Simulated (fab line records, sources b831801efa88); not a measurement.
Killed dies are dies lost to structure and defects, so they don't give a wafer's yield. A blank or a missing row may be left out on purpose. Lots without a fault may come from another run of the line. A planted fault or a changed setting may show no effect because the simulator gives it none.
fab line records | flow gf180mcu
record lots=15 wafers=45 last_day=34
route steps=602 shown M3@423 V3@434 M4@468
lots that met no fault: from a run of the same line without faults
start_h: hours from the record's first day to the start of the lot's first wafer shown | wait_h: hours since the lot's step before | " the same as in the row above | L1.1+2: a row that stands for several wafers | - no value, or no start given | * or withheld: withheld | < > ~ a bound
route shown NAME@n: a module of which the file shows steps, and the number in the route of the first | usual: mean/standard deviation of fault-free wafers | same: alike in all rows | chamber/n: place in a boat | sites: the reading at each site | _std_site: their standard deviation | _edge_site: outer sites' mean less inner sites' | radius_mm: how far each site lies from the wafer's centre | mask NAME#n: copy n | behind: the tool/chamber that last shaped the wafer | hold: why the lot was held/for how many hours/how that ended | device: the transistor (n, p or np) that didn't switch | end of line: the same wafers' tests at the end of the route | a step without rows: its recipe alone | killed: dies lost to structure and defects at the first sort, not the wafer's yield | map: a wafer's dies, x killed, . not, _ none there
set.NAME: the setting as run; set.NAME@STEP: as run at that earlier step | model.NAME: the simulator's own value behind a step, which no gauge read
steps of the route over a sample of lots; a table a step, a row a wafer
services: from which hour (start_h, from the record's first day; less than 0 if before it) a tool's chamber was out of use, for how many hours, and why
## steps
# step GF_M3_CD_MEAS_14
# recipe target_cd_nm=280
# usual cd_nm=279.9/1
# columns lot.wafer tool chamber start_h wait_h cd_nm
L448.2 cd_sem-01 - 491.15 0.1 278.4
L448.3 " - " " 279.2
L448.5 " - " " 278.9
L450.1 cd_sem-01 - 522.68 0.1 281.3
L450.4 " - " " 280.0
L450.5 " - " " 281.2
L451.2 cd_sem-02 - 525.32 0.1 278.7
L451.3 " - " " 279.1
L451.4 " - " " 278.9
L453.1 cd_sem-01 - 545.10 0.1 279.4
L453.2 " - " " 280.5
L453.6 " - " " 279.3
L452.1 cd_sem-01 - 548.23 0.1 280.9
L452.2 " - " " 281.7
L452.5 " - " " 280.4
L455.4 cd_sem-01 - 556.86 0.1 279.6
L455.5 " - " " 281.1
L455.6 " - " " 279.9
L454.1 cd_sem-02 - 557.80 0.1 279.7
L454.2 " - " " 279.8
L454.4 " - " " 280.5
L456.4 cd_sem-01 - 563.76 0.1 280.5
L456.5 " - " " 280.8
L456.6 " - " " 281.8
L457.2 cd_sem-02 - 578.65 0.1 279.9
L457.4 " - " " 281.3
L457.6 " - " " 280.1
L458.2 cd_sem-02 - 581.55 0.1 280.9
L458.3 " - " " 279.4
L458.5 " - " " 280.2
L464.1 cd_sem-01 - 625.83 0.1 280.8
L464.4 " - " " 280.5
L464.6 " - " " 280.5
L466.2 cd_sem-01 - 640.10 0.1 279.1
L466.3 " - " " 279.3
L466.4 " - " " 280.2
L467.2 cd_sem-02 - 645.47 0.1 278.3
L467.3 " - " " 279.0
L467.6 " - " " 278.6
L468.1 cd_sem-01 - 655.13 0.1 277.9
L468.5 " - " " 278.2
L468.6 " - " " 278.4
L469.1 cd_sem-01 - 663.13 0.1 278.8
L469.4 " - " " 279.5
L469.5 " - " " 280.0
# step GF_V3_BOW_MEAS_05
# recipe mode=bow
# usual V3_BOW=116/7.2
# columns lot.wafer tool chamber start_h wait_h V3_BOW[um]
L448.2 film_metro-02 - 494.28 0.2 117
L448.3 " - " " 120
L448.5 " - " " 104
L450.1 film_metro-04 - 524.25 0.3 122
L450.4 " - " " 115
L450.5 " - " " 126
L451.2 film_metro-04 - 526.70 0.2 126
L451.3 " - " " 120
L451.4 " - " " 126
L453.1 film_metro-04 - 546.54 0.2 119
L453.2 " - " " 106
L453.6 " - " " 124
L452.1 film_metro-04 - 549.61 0.1 128
L452.2 " - " " 122
L452.5 " - " " 102
L455.4 film_metro-04 - 558.24 0.3 125
L455.5 " - " " 114
L455.6 " - " " 111
L454.1 film_metro-04 - 559.18 0.2 114
L454.2 " - " " 96
L454.4 " - " " 112
L456.4 film_metro-01 - 565.19 0.2 119
L456.5 " - " " 115
L456.6 " - " " 116
L457.2 film_metro-04 - 580.10 0.2 115
L457.4 " - " " 107
L457.6 " - " " 121
L458.2 film_metro-04 - 582.93 0.2 119
L458.3 " - " " 112
L458.5 " - " " 119
L464.1 film_metro-01 - 627.29 0.2 117
L464.4 " - " " 127
L464.6 " - " " 118
L466.2 film_metro-04 - 641.65 0.3 128
L466.3 " - " " 122
L466.4 " - " " 124
L467.2 film_metro-01 - 646.88 0.3 112
L467.3 " - " " 111
L467.6 " - " " 111
L468.1 film_metro-04 - 656.59 0.2 120
L468.5 " - " " 129
L468.6 " - " " 105
L469.1 film_metro-01 - 664.58 0.2 103
L469.4 " - " " 114
L469.5 " - " " 101
# step GF_V3_ETCH_16
# recipe chemistry=N2/H2 target_depth_a=withheld overetch_a=withheld time_s=withheld target=BARC ion_energy_ev=200 source_w=500 bias_w=100 pressure_mtorr=30 n2_flow_sccm=100 h2_flow_sccm=200
# usual drypump_motor_current_A=5.7/0.48 oes_product_au=0.855/0.005 throttle_valve_pct=13.225/0.009
# columns lot.wafer tool chamber start_h wait_h drypump_motor_current_A oes_product_au throttle_valve_pct
L448.2 rie_diel-01 1 518.30 0.0 5.5 0.853 13.231
L448.3 " 0 " " 5.7 0.850 13.218
L448.5 " 0 " " 5.7 0.848 13.216
L450.1 rie_diel-01 3 546.95 0.0 5.0 0.858 13.226
L450.4 " 2 " " 5.3 0.849 13.226
L450.5 " 2 " " 5.3 0.859 13.242
L451.2 rie_diel-01 2 549.49 0.0 5.3 0.855 13.229
L451.3 " 1 " " 5.4 0.855 13.213
L451.4 " 3 " " 5.0 0.853 13.233
L453.1 rie_diel-04 0 568.64 0.0 5.3 0.854 13.237
L453.2 " 1 " " 5.7 0.860 13.226
L453.6 " 2 " " 5.6 0.852 13.230
L452.1 rie_diel-04 0 571.79 0.0 5.3 0.854 13.250
L452.2 " 1 " " 5.7 0.856 13.241
L452.5 " 0 " " 5.3 0.850 13.223
L455.4 rie_diel-03 3 579.85 0.0 6.4 0.848 13.232
L455.5 " 0 " " 5.7 0.852 13.225
L455.6 " 3 " " 6.4 0.847 13.235
L454.1 rie_diel-01 3 580.49 0.0 5.0 0.853 13.222
L454.2 " 0 " " 5.7 0.853 13.224
L454.4 " 1 " " 5.5 0.864 13.243
L456.4 rie_diel-04 0 586.79 0.0 5.3 0.858 13.215
L456.5 " 1 " " 5.7 0.857 13.236
L456.6 " 2 " " 5.6 0.855 13.216
L457.2 rie_diel-01 0 602.04 0.0 5.7 0.852 13.209
L457.4 " 2 " " 5.3 0.853 13.225
L457.6 " 1 " " 5.5 0.856 13.224
L458.2 rie_diel-01 2 603.85 0.0 5.3 0.850 13.225
L458.3 " 1 " " 5.5 0.854 13.222
L458.5 " 2 " " 5.3 0.854 13.227
L464.1 rie_diel-04 1 647.80 0.0 5.7 0.855 13.224
L464.4 " 0 " " 5.3 0.853 13.234
L464.6 " 0 " " 5.3 0.862 13.232
L466.2 rie_diel-04 3 661.10 0.0 6.7 0.866 13.226
L466.3 " 0 " " 5.3 0.850 13.222
L466.4 " 0 " " 5.3 0.852 13.219
L467.2 rie_diel-01 0 666.35 0.0 5.7 0.853 13.222
L467.3 " 3 " " 5.0 0.845 13.225
L467.6 " 3 " " 5.0 0.859 13.212
L468.1 rie_diel-01 0 676.30 0.0 5.7 0.853 13.245
L468.5 " 1 " " 5.4 0.857 13.238
L468.6 " 0 " " 5.7 0.866 13.204
L469.1 rie_diel-04 0 683.99 0.0 5.3 0.855 13.228
L469.4 " 1 " " 5.7 0.856 13.236
L469.5 " 3 " " 6.8 0.857 13.231
# step GF_M4_PEB_12
# recipe peb_temp_c=135 peb_time_s=90 resist=KrF
# usual chill_plate_temp_C=22.97/0.11 exhaust_pa=45.0/1
# columns lot.wafer tool chamber start_h wait_h chill_plate_temp_C exhaust_pa
L448.2 litho_track-04 0 542.43 - 23.12 44.8
L448.3 " 0 " " 23.17 45.0
L448.5 " 0 " " 23.09 45.1
L450.1 litho_track-02 0 569.73 - 22.85 45.5
L450.4 " 0 " " 23.06 45.2
L450.5 " 0 " " 22.93 45.5
L451.2 litho_track-01 0 572.77 - 22.92 43.8
L451.3 " 0 " " 22.79 44.8
L451.4 " 0 " " 22.81 44.0
L453.1 litho_track-04 0 591.35 - 23.00 44.5
L453.2 " 0 " " 23.07 43.8
L453.6 " 0 " " 23.13 43.9
L452.1 litho_track-02 0 593.83 - 22.76 45.8
L452.2 " 0 " " 22.96 45.6
L452.5 " 0 " " 22.91 45.2
L455.4 litho_track-04 0 602.05 - 23.02 47.4
L455.5 " 0 " " 22.94 46.0
L455.6 " 0 " " 23.14 46.0
L454.1 litho_track-02 0 602.93 - 22.85 44.6
L454.2 " 0 " " 22.96 44.9
L454.4 " 0 " " 22.93 44.5
L456.4 litho_track-02 - 609.03 - - -
L456.5 " - " " - -
L456.6 " - " " - -
L457.2 litho_track-02 - 623.97 - - -
L457.4 " - " " - -
L457.6 " - " " - -
L458.2 litho_track-02 - 626.77 - - -
L458.3 " - " " - -
L458.5 " - " " - -
L464.1 litho_track-01 0 667.88 - 22.85 44.6
L464.4 " 0 " " 22.74 44.2
L464.6 " 0 " " 22.87 45.4
L466.2 litho_track-01 0 681.12 - 22.79 44.6
L466.3 " 0 " " 22.88 44.4
L466.4 " 0 " " 22.92 45.3
L467.2 litho_track-04 0 686.08 - 23.07 44.6
L467.3 " 0 " " 22.97 44.6
L467.6 " 0 " " 22.99 46.0
L468.1 litho_track-02 0 695.93 - 23.17 44.7
L468.5 " 0 " " 23.22 45.0
L468.6 " 0 " " 23.10 46.1
L469.1 litho_track-02 0 703.98 - 22.97 45.2
L469.4 " 0 " " 22.95 45.2
L469.5 " 0 " " 23.12 46.9
## services
# columns tool chamber start_h hours kind
rie_diel-01 1 507.96 3.5 repair
rie_diel-04 - 527.56 0.1 repair
rie_diel-04 1 561.58 3.4 repair
rie_diel-03 - 565.76 2.8 pm
rie_diel-04 2 568.87 3.8 repair
rie_diel-03 3 581.47 8.9 repair
rie_diel-03 1 592.25 3.3 repair
litho_track-01 - 593.06 - consumable_replace:filter
rie_diel-01 2 620.27 22.5 repair
rie_diel-04 2 655.31 - clean
rie_diel-04 2 655.31 17.1 scheduled_down
rie_diel-04 2 655.31 17.1 vent_cycle
## key
first_sign step=GF_M4_PEB_12 reading=tool_record direction=missing
effect none on later readings
met_at GF_M4_PEB_12
struck_lots L456,L457,L458
later_rows_left_out L456.4,L456.5,L456.6,L457.2,L457.4,L457.6,L458.2,L458.3,L458.5
sort_left_out L456.4,L456.5,L456.6,L457.2,L457.4,L457.6,L458.2,L458.3,L458.5
not_acting_at GF_M3_CD_MEAS_14,GF_V3_BOW_MEAS_05,GF_V3_ETCH_16
onset_between 602.93 609.03
fault kind=skipped_step_whole tool=litho_track-02 chamber=- onset_h=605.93 steps=GF_M4_PEB_12 scope=struck_lots_only
# sort_left_out: the simulated sort isn't trusted on such a fault, so these wafers' sort isn't shown, and their yield isn't known
# later_rows_left_out: the simulator's readings of these wafers behind a module that went badly wrong aren't trusted and aren't shown, but for the sort
